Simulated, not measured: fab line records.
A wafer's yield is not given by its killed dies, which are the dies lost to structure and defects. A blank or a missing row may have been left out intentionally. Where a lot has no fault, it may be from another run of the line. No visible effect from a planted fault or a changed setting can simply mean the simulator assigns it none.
Which tool is to blame?    flow sky130    13 lots, 39 wafers sampled, at 3 steps of a route of 708

## WHAT THE GAUGES SHOWED, per wafer
SKY_SD_N_OVL_MEAS_08. Usual: SD_N_OVL gives -0.2 nm (standard deviation 1.5).
lot   measured      on          SD_N_OVL (nm)   flag
L114  day 27 19:56  overlay-02  0.3 0.3 -0.5    
L115  day 27 22:35  overlay-02  -2.4 -0.1 -1.0  
L116  day 28 01:19  overlay-01  2.7 1.6 2.1     
L117  day 29 00:44  overlay-01  -1.0 -1.3 -0.4  
L118  day 29 18:02  overlay-01  -2.8 -4.0 -2.3  
L120  day 32 10:37  overlay-01  -2.0 -1.6 -1.5  
L121  day 32 11:50  overlay-01  0.0 1.3 1.5     
L130  day 33 05:59  overlay-02  -2.0 0.4 1.2    
L131  day 33 06:53  overlay-01  -0.7 -0.1 -1.2  
L132  day 33 11:04  overlay-01  0.9 0.2 -0.4    
L133  day 34 01:44  overlay-02  0.9 0.4 0.5     
L136  day 35 22:38  overlay-02  1.9 0.4 0.2     
L137  day 35 23:32  overlay-01  -0.2 -1.1 -1.3  

## WHICH TOOL RAN EACH LOT (tool, then ch and the chambers of the sampled wafers, then the start)
lot   SKY_RES_XHIGH_STRIP_08                SKY_SD_N_DEVELOP_06
L114  plasma asher-02 ch 1, day 26 14:51    litho track-04 ch 0, day 27 19:41
L115  plasma asher-02 ch 0,1, day 26 17:22  litho track-04 ch 0, day 27 22:19
L116  plasma asher-03 ch 0,1, day 26 20:31  litho track-02 ch 0, day 28 01:02
L117  plasma asher-03 ch 0,1, day 27 20:12  litho track-04 ch 0, day 29 00:31
L118  plasma asher-03 ch 0,1, day 28 13:52  litho track-03 ch 0, day 29 17:46
L120  plasma asher-03 ch 0,1, day 31 07:48  litho track-02 ch 0, day 32 10:20
L121  plasma asher-03 ch 0,1, day 31 08:42  litho track-04 ch 0, day 32 11:34
L130  plasma asher-02 ch 0,1, day 32 03:13  litho track-04 ch 0, day 33 05:44
L131  plasma asher-02 ch 1, day 32 04:03    litho track-03 ch 0, day 33 06:37
L132  plasma asher-04 ch 0,1, day 32 08:58  litho track-02 ch 0, day 33 10:49
L133  plasma asher-03 ch 0,1, day 32 22:34  litho track-03 ch 0, day 34 01:28
L136  plasma asher-04 ch 0,1, day 34 20:01  litho track-03 ch 0, day 35 22:22
L137  plasma asher-02 ch 0,1, day 34 21:07  litho track-03 ch 0, day 35 23:16
- SKY_RES_XHIGH_STRIP_08: strips in O2/N2.
- SKY_SD_N_DEVELOP_06: develop time 60 s.

## WHAT THE TOOLS THEMSELVES READ (means of the sampled wafers that have a number; where no wafer has one, the mark that the record gives instead)
SKY_RES_XHIGH_STRIP_08. Usual: drypump motor current A 5.5 A, standard deviation 0.39; oes product au 0.711 a.u., standard deviation 0.0044; strip time to endpoint s 14.29 s, standard deviation 0.04.
lot   tool             drypump motor current A (A)  oes product au (a.u.)  strip time to endpoint s (s)  flag
L114  plasma asher-02  4.9                          0.710                  14.32                         
L115  plasma asher-02  5.1                          0.711                  14.25                         
L116  plasma asher-03  5.4                          0.711                  14.35                         
L117  plasma asher-03  5.4                          0.712                  14.32                         
L118  plasma asher-03  5.4                          0.711                  14.26                         
L120  plasma asher-03  5.5                          0.718                  14.32                         
L121  plasma asher-03  5.5                          0.713                  14.23                         
L130  plasma asher-02  5.1                          0.709                  14.28                         
L131  plasma asher-02  4.9                          0.710                  14.31                         
L132  plasma asher-04  6.0                          0.708                  14.24                         
L133  plasma asher-03  5.4                          0.710                  14.29                         
L136  plasma asher-04  6.0                          0.714                  14.35                         
L137  plasma asher-02  5.1                          0.711                  14.31                         

SKY_SD_N_DEVELOP_06. Usual: developer temp C reads 22.99 C (standard deviation 0.1).
lot   tool            developer temp C (C)  flag
L114  litho track-04  23.09                 
L115  litho track-04  22.99                 
L116  litho track-02  22.97                 
L117  litho track-04  22.91                 
L118  litho track-03  23.00                 
L120  litho track-02  23.12                 
L121  litho track-04  22.02                 OFF
L130  litho track-04  22.06                 OFF
L131  litho track-03  22.97                 
L132  litho track-02  22.95                 
L133  litho track-03  23.08                 
L136  litho track-03  23.04                 
L137  litho track-03  23.02                 

## THE ANSWER, worked out from the rows above alone
Rule: lot off if the mean of its wafers having a number is beyond 3 standard deviations from the usual mean. A lot without any number at a reading at which 4 lots or more have one is off too. All remaining lots with rows at the step are treated as sound. First the gauges in route order, then the tools' own readings, where a lot's mean is used as printed above. At the first step where some lot is off, the reading lying furthest off is the one used; lots without a number count as furthest.
Off: L121, L130, at SKY_SD_N_DEVELOP_06 (developer temp C).
If a tool, at that step or one of the process steps before it, ran each lot that is off and ran no sound lot following the first of them, it fits. One fits: litho track-04 at SKY_SD_N_DEVELOP_06. Its last sound lot is L117 (day 29 00:31), its first lot that is off L121 (day 32 11:34): a fault that began between those two fits.
On the lots that are off, the tool's own readings at SKY_SD_N_DEVELOP_06 differ by more than 5 times the standard deviation of the sound lots' means, which bears it out; developer temp C reads 22.04 C there versus 23.01 C on the sound lots.

## WHAT THE SIMULATOR HAD PUT IN
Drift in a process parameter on litho track-04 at SKY_SD_N_DEVELOP_06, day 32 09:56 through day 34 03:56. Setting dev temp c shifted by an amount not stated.
Lots struck among those shown: L121, L130. The rule given above showed the same thing.
